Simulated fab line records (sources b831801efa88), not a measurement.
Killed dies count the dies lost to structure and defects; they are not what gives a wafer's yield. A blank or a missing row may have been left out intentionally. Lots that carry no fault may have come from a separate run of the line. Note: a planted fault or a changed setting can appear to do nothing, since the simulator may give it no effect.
What tool caused it? ; flow sfqLine ; 7 lots, 21 wafers sampled, at 2 steps of a route of 325

WHAT EACH GAUGE READ, for each wafer
SFQ_C5_OVL_MEAS_937.
lot;measured;on;C5_OVL (nm)
L928;day 67 00:13;overlay-01;0 -3 -3
L930;day 67 21:49;overlay-01;-3 -4 1
L932;day 68 08:44;overlay-01;0 1 -1
L934;day 69 11:20;overlay-01;-5 -11 -13
L940;day 71 21:31;overlay-02;-7 -7 -1
L942;day 72 03:31;overlay-01;-6 -5 2
L948;day 74 14:26;overlay-01;-6 11 4

WHAT TOOL EACH LOT RAN ON (gives the tool, then ch and the chambers of the sampled wafers, and finally the start)
lot;SFQ_TRILAYER_M5_STRIP_STRIP_127
L928;rieMetal-03 ch 0, day 51 10:29
L930;rieMetal-03 ch 0,1, day 52 08:42
L932;rieMetal-01 ch 0,1, day 52 14:42
L934;rieMetal-01 ch 0,1, day 54 02:03
L940;rieMetal-03 ch 0,1, day 56 21:50
L942;rieMetal-03 ch 0,1, day 57 03:59
L948;rieMetal-01 ch 0,1, day 65 00:04
- SFQ_TRILAYER_M5_STRIP_STRIP_127: strips in O2.

THE ANSWER, worked out from the rows above alone
Rule: the lots themselves supply what counts as usual. Put in order of their means at a reading, lots are off if they are a third of the lots or fewer, leave a main group of 4 or more, and stand apart from it by a gap of 3 or more times the standard deviation of the main group's means; of several such gaps the widest counts. A main group whose means are all the same, to the digits that the tables above print for the reading, isn't used. Also off: a lot with no number at a reading for which 4 or more lots have one. Any other lot the step has rows for is counted as sound.
Nothing can be told from this: no lot is off at any reading shown.

WHAT WAS PUT IN BY THE SIMULATOR
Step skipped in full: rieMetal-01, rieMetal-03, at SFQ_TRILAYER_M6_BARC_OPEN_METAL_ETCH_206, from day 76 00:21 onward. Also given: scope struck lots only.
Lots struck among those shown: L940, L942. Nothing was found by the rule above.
